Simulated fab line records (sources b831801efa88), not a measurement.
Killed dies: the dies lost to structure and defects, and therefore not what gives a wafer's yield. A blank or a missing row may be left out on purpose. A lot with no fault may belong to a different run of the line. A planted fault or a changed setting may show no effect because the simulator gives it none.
Matching of chambers -- flow sky130 -- 4 sister chambers for SKY_VIA1_ETCH_15 on rie-diel-01
The step etches SiO2 in C4F8/O2/Ar, stops on TiN, target depth 351 nm, time 54 s. 8 wafers are shown with their chamber, then 12 later ones without.

EACH WAFER AND ITS CHAMBER
wafer,chamber,oes-product-au (a.u.)
L082.3,2,0.974
L084.1,0,0.994
L087.1,0,0.977
L087.3,1,0.985
L087.5,1,0.987
L089.1,2,0.985
L089.4,3,0.975
L089.5,3,0.968

WAFERS WITHOUT THEIR CHAMBER
wafer,oes-product-au (a.u.)
L090.1,0.983
L090.4,0.965
L090.5,0.982
L094.3,0.984
L094.4,0.978
L094.6,0.976
L095.1,0.977
L095.3,0.981
L095.6,0.987
L093.2,0.985
L093.5,0.975
L093.6,0.982

THE CHAMBER EACH PASSED THROUGH
wafer,from the rows above,in truth
L090.1,can't be placed: 0 or 1 or 2 or 3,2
L090.4,can't be placed: 3 or 2 or 0 or 1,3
L090.5,can't be placed: 2 or 0 or 1 or 3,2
L094.3,can't be placed: 0 or 1 or 2 or 3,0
L094.4,can't be placed: 2 or 3 or 0 or 1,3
L094.6,can't be placed: 2 or 3 or 0 or 1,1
L095.1,can't be placed: 2 or 3 or 0 or 1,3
L095.3,can't be placed: 2 or 0 or 1 or 3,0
L095.6,can't be placed: 1 or 0 or 2 or 3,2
L093.2,can't be placed: 0 or 1 or 2 or 3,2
L093.5,can't be placed: 3 or 2 or 0 or 1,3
L093.6,can't be placed: 2 or 0 or 1 or 3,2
Correctly placed: 0 of 12. Cannot be placed on the basis of these rows: 12; the candidates contain the true chamber in 12. Placed wrongly: 0.
How it was worked out, from the rows above alone: a wafer's distance from a chamber is the root of the sum, over the readings, of the square of ((its reading less the chamber's mean) divided by the reading's scatter). The wafer belongs to the nearest chamber; if the next one is less than 2 further off, it can't be placed. For every chamber, the mean is computed from those of its wafers that are shown. How the scatter is found: for the shown wafers, subtract from each reading the mean of its chamber, square and add these, divide the total by (wafers less chambers), then take the root.
